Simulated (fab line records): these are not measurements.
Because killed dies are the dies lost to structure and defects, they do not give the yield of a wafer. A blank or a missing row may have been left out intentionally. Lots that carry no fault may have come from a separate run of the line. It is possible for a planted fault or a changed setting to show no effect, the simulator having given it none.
Split-lot trial	flow sky130	5 lots, 27 wafers read, on a route of 708 steps

== THE SPLIT ITSELF ==
At SKY_VIA2_SPUTTER_20 (material TiN, target thk 20 nm, time 80 s), the setting timeS was moved away from the recipe's 80 s on 9 of the 27 wafers read, by -57.5% to +23.0%. All remaining wafers had this setting at the recipe value.

The reading is taken at the split's own step.

== THE READING ==
TiN_of_VIA2_SPUTTER_20.thkNm (the simulator's own value, which no gauge read), in nm, at SKY_VIA2_SPUTTER_20 (material TiN, target thk 20 nm, time 80 s). There is no usual value for it anywhere in the file. Here, 18 wafers ran the recipe; their average is 20.103 nm with a standard deviation of 0.27 nm.

wafer	tool, chamber at the split	timeS as run, s	against the recipe	TiN_of_VIA2_SPUTTER_20.thkNm, nm	against lot-mates on the recipe
L074.1	pvdSputter-04, -	80	recipe	20.51	-
L074.2	pvdSputter-04, -	80	recipe	20.05	-
L074.3	pvdSputter-04, -	80	recipe	20.53	-
L074.4	pvdSputter-04, -	80	recipe	20.33	-
L074.5	pvdSputter-04, -	80	recipe	20.5	-
L074.6	pvdSputter-04, -	80	recipe	20.19	-
L075.1	pvdSputter-01, -	98.44	+23.0%	24.6	+4.660
L075.2	pvdSputter-01, -	98.44	+23.0%	24.64	+4.700
L075.3	pvdSputter-01, -	80	recipe	20.06	-
L075.4	pvdSputter-01, -	80	recipe	19.84	-
L075.5	pvdSputter-01, -	98.44	+23.0%	24.49	+4.550
L075.6	pvdSputter-01, -	80	recipe	19.92	-
L077.4	pvdSputter-01, -	80	recipe	19.66	-
L077.5	pvdSputter-01, -	80	recipe	19.85	-
L077.6	pvdSputter-01, -	80	recipe	19.67	-
L079.1	pvdSputter-01, -	51.63	-35.5%	12.73	-7.283
L079.2	pvdSputter-01, -	51.63	-35.5%	13.02	-6.993
L079.3	pvdSputter-01, -	51.63	-35.5%	13.09	-6.923
L079.4	pvdSputter-01, -	80	recipe	20.05	-
L079.5	pvdSputter-01, -	80	recipe	19.89	-
L079.6	pvdSputter-01, -	80	recipe	20.1	-
L084.1	pvdSputter-04, -	80	recipe	20.32	-
L084.2	pvdSputter-04, -	33.98	-57.5%	8.525	-11.708
L084.3	pvdSputter-04, -	80	recipe	20.02	-
L084.4	pvdSputter-04, -	33.98	-57.5%	8.769	-11.464
L084.5	pvdSputter-04, -	33.98	-57.5%	8.297	-11.936
L084.6	pvdSputter-04, -	80	recipe	20.36	-

THE FIT
A straight line over all 27 wafers: TiN_of_VIA2_SPUTTER_20.thkNm changes by +0.2 nm for each +1% of timeS; r = +1.00; the points scatter about the line by 0.25 nm.
The same after taking each lot's own level away (the mean of its wafers on the recipe; 27 wafers): +0.202 nm for each +1%; r = +1.00; scatter 0.15 nm.
The reading moves by 12 nm for the largest change in timeS, on that fit.
The lots' own levels span 19.7267 to 20.3517 nm, that is 2.3 times the standard deviation above.
So the lot-to-lot level changes the slope little: the two slopes agree.
Check: for one of the wafers moved furthest among these (-57.5%), held out of the fit, the line's prediction against its lot-mates is -11.6 nm. It came out at -11.7 nm against them.

== OTHER SPLITS APPLIED TO THESE WAFERS ==
Note: prior to the reading, these wafers also went through further splits. Each is held against what the fit with the lots' levels taken away leaves over:
other split on the same wafers	wafers away from the commonest value	r with TiN_of_VIA2_SPUTTER_20.thkNm (lot level and that fit taken away)
SKY_LOCAL_INTERCONNECT_SPUTTER_00 timeS	9	-0.22
SKY_CONTACT_DEVELOP_13 developTimeS	12	+0.09
SKY_VIA1_HDPCVD_00 timeS	12	-0.09
SKY_VIA2_DEVELOP_11 developTimeS	9	-0.12

== FILE'S OWN FIT ==
TiN_of_VIA2_SPUTTER_20.thkNm changes by +0.202 nm for each +1% of timeS, r = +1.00.
